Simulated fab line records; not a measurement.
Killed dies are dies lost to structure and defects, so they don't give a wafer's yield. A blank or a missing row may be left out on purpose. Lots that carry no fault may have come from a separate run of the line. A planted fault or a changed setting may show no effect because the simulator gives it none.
Commonality check across tools	flow gf180mcu	Lots sampled 11, wafers sampled 33

REASON FOR OPENING
At GF_PSD_TW_MEAS_11 the reading PSD_TW is flagged on 2 of 11 lots. Fault-free wafers read 3200, with a standard deviation of 13.
Rule: a lot is flagged in two cases, either no wafer of it has a number, or all its wafers with numbers fall more than 4 standard deviations from that mean. As for the other lots, they are considered sound.

lot	measured	on	PSD_TW, wafer by wafer	flag
L523	day 14 12:43	filmMetro-02	3189 3183 3205	
L524	day 14 22:41	filmMetro-02	3193 3217 3190	
L525	day 15 10:41	filmMetro-03	3182 3165 3187	
L526	day 15 17:28	filmMetro-02	3195 3214 3202	
L529	day 16 22:07	filmMetro-01	3176 3189 3183	
L536	day 19 11:25	filmMetro-02	3010 3026 3017	FLAGGED
L538	day 19 22:49	filmMetro-02	3022 3008 3007	FLAGGED
L541	day 21 00:05	filmMetro-03	3206 3216 3215	
L542	day 21 11:13	filmMetro-01	3211 3224 3211	
L544	day 21 20:25	filmMetro-02	3212 3213 3198	
L545	day 22 05:41	filmMetro-02	3203 3218 3214	
The mean of the flagged lots' numbers is 3015, -185 from the usual (-14 standard deviations).

WHICH TOOL EACH LOT WENT THROUGH
Before the reading, the record contains 3 process steps out of a 602-step route. Each cell gives the tool, then ch followed by the chambers the sampled wafers passed through, then the start.
lot	flag	GF_STI_STRIP_15	GF_PSD_IMPLANT_09	GF_PSD_STRIP_10
L523		plasmaAsher-04 ch 0,1, day 2 06:33	implanter-03 ch 0, day 14 12:28	plasmaAsher-04 ch 0,1, day 14 12:37
L524		plasmaAsher-01 ch 0, day 2 11:20	implanter-02 ch 0, day 14 22:27	plasmaAsher-02 ch 1, day 14 22:35
L525		plasmaAsher-03 ch 0,1, day 2 17:41	implanter-03 ch 0, day 15 10:26	plasmaAsher-01 ch 0,1, day 15 10:35
L526		plasmaAsher-03 ch 0,1, day 2 23:48	implanter-03 ch 0, day 15 17:13	plasmaAsher-02 ch 0,1, day 15 17:22
L529		plasmaAsher-03 ch 0,1, day 3 16:12	implanter-03 ch 0, day 16 21:52	plasmaAsher-01 ch 1, day 16 22:01
L536	FLAGGED	plasmaAsher-04 ch 0,1, day 5 03:26	implanter-03 ch 0, day 19 11:10	plasmaAsher-02 ch 0,1, day 19 11:19
L538	FLAGGED	plasmaAsher-03 ch 1, day 5 11:48	implanter-03 ch 0, day 19 22:35	plasmaAsher-04 ch 0,1, day 19 22:43
L541		plasmaAsher-01 ch 0,1, day 6 03:59	implanter-01 ch 0, day 20 23:50	plasmaAsher-01 ch 0,1, day 20 23:59
L542		plasmaAsher-04 ch 0,1, day 6 09:47	implanter-01 ch 0, day 21 10:58	plasmaAsher-02 ch 0,1, day 21 11:07
L544		plasmaAsher-03 ch 0,1, day 6 18:50	implanter-01 ch 0, day 21 20:10	plasmaAsher-04 ch 0,1, day 21 20:19
L545		plasmaAsher-01 ch 0,1, day 7 00:37	implanter-01 ch 0, day 22 05:27	plasmaAsher-01 ch 0,1, day 22 05:34
What the steps here do:
- GF_STI_STRIP_15: strips in O2/N2.
- GF_PSD_IMPLANT_09
- GF_PSD_STRIP_10: strips in O2/N2.
- GF_PSD_TW_MEAS_11

FLAGGED AGAINST TOTAL, ONE TOOL AT A TIME (gauges that did the reading follow at the end)
step	tool	lots run	flagged	share of the flagged lots	sound lots run after its first flagged lot
GF_STI_STRIP_15	plasmaAsher-01	3	0	none	-
GF_STI_STRIP_15	plasmaAsher-03	5	1	some	1 (L544)
GF_STI_STRIP_15	plasmaAsher-04	3	1	some	1 (L542)
GF_PSD_IMPLANT_09	implanter-01	4	0	none	-
GF_PSD_IMPLANT_09	implanter-02	1	0	none	-
GF_PSD_IMPLANT_09	implanter-03	6	2	all	0
GF_PSD_STRIP_10	plasmaAsher-01	4	0	none	-
GF_PSD_STRIP_10	plasmaAsher-02	4	1	some	1 (L542)
GF_PSD_STRIP_10	plasmaAsher-04	3	1	some	1 (L544)
GF_PSD_TW_MEAS_11	filmMetro-01	2	0	none	-
GF_PSD_TW_MEAS_11	filmMetro-02	7	2	all	2 (L544,L545)
GF_PSD_TW_MEAS_11	filmMetro-03	2	0	none	-

WHAT THE TABLE ALLOWS
Rows of the table that ran all the flagged lots, 2 in number: implanter-03 at GF_PSD_IMPLANT_09; filmMetro-02 at GF_PSD_TW_MEAS_11.
- implanter-03 at GF_PSD_IMPLANT_09 ran 6 lots, 2 of them flagged. A fault beginning between L529 (day 16 21:52), its last sound lot, and L536 (day 19 11:10), its first flagged one, fits the data. Its own readings lie more than 4 standard deviations out on every wafer of the flagged lots: beamOnS, faradayCurrentUA.
- filmMetro-02 at GF_PSD_TW_MEAS_11 ran 7 lots, 2 of them flagged. Sound lots followed the first flagged one (L544, L545) on it, something a lasting fault affecting the whole tool could not allow.
One tool is left: implanter-03 at GF_PSD_IMPLANT_09.

WHAT THE SIMULATOR PUT IN
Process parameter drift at GF_PSD_IMPLANT_09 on implanter-03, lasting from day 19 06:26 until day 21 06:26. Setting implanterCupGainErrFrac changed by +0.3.
Shown lots that were struck: L536, L538. The same result came from the rule above.
